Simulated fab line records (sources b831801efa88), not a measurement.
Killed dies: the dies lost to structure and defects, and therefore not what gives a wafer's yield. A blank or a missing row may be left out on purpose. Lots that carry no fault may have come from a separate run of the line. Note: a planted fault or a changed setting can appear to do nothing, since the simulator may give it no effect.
One fault seen from 2 desks	flow gf180mcu	every desk sees just its own numbers, and what lay behind them comes last

== METROLOGY DESK ==
Means of the sampled wafers that have a number, per lot and without regard to the tool the lot ran on: this is what the gauges read. Marked OUT: a lot whose mean sits more than 4 standard deviations from the usual mean, which makes it out of limits; the brackets give that distance.
Columns: A = cd_nm at GF_V5_CD_MEAS_14, usual 260.2 nm; B = V5_W_RS at GF_V5_RS_MEAS_24, usual 0.329 ohm/sq; C = V5_W_THK at GF_V5_THK_MEAS_25, usual 352 nm
lot	first seen here	A	B	C
L653	day 27 09:44	258.9	0.325	360
L654	day 27 18:33	260.8	0.331	353
L657	day 28 16:59	258.4	0.328	355
L659	day 29 08:55	259.9	0.329	353
L660	day 29 18:11	260.4	0.332	349
L662	day 30 11:16	261.4	0.327	350
L664	day 30 21:17	260.9	0.333	349
L666	day 31 04:56	261.2	0.332	353
L668	day 32 04:04	257.6	0.202 (-42) OUT	-
L670	day 32 10:26	261.6	0.283 (-15) OUT	425 (+18) OUT
This desk's result: L668, L670 out of limits, first on L668 (V5_W_RS at GF_V5_RS_MEAS_24), day 32 05:07. L653, L654, L657, L659, L660, L662, L664, L666: within limits.

== DESK OF THE TOOL OWNER: cvd_w-02 ==
The tool's own readings at GF_V5_CVD_23 (deposits W, target thk 350 nm, time 104.9 s): means of the sampled wafers that have a number, for each lot that ran on this tool. Marked OUT: a lot whose mean sits more than 4 standard deviations from the usual mean, which makes it out of limits; the brackets give that distance.
Columns: A = chamber_pressure_Torr at GF_V5_CVD_23, usual 39.98 Torr; B = heater_power_outer_w at GF_V5_CVD_23, usual 480 W; C = heater_power_w at GF_V5_CVD_23, usual 776 W
lot	first seen here	A	B	C
L653	day 27 10:44	39.91	442	710
L659	day 29 09:53	40.00	452	710
L660	day 29 19:13	39.94	476	768
L662	day 30 12:31	39.87	481	747
L668	day 32 05:00	40.02	414	659
L670	day 32 11:23	40.03	479	748
Result from this desk: across the 6 lots, nothing is out of limits.

== PUT TOGETHER ==
Metrology desk: alarm possible at day 32 05:07 on L668, L670.
Nothing out of limits was seen by the tool owner's desk.
Tool owner's desk: L668, L670 on record, inside its limits.
All the named lots went through GF_V5_CVD_23 on cvd_w-02.

== WHAT THE SIMULATOR PUT IN ==
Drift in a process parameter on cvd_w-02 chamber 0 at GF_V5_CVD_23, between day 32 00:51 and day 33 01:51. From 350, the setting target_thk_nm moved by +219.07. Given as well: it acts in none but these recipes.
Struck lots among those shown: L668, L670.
Time in hours between the start of the fault and the first out-of-limits reading at each desk: metrology desk, 4.
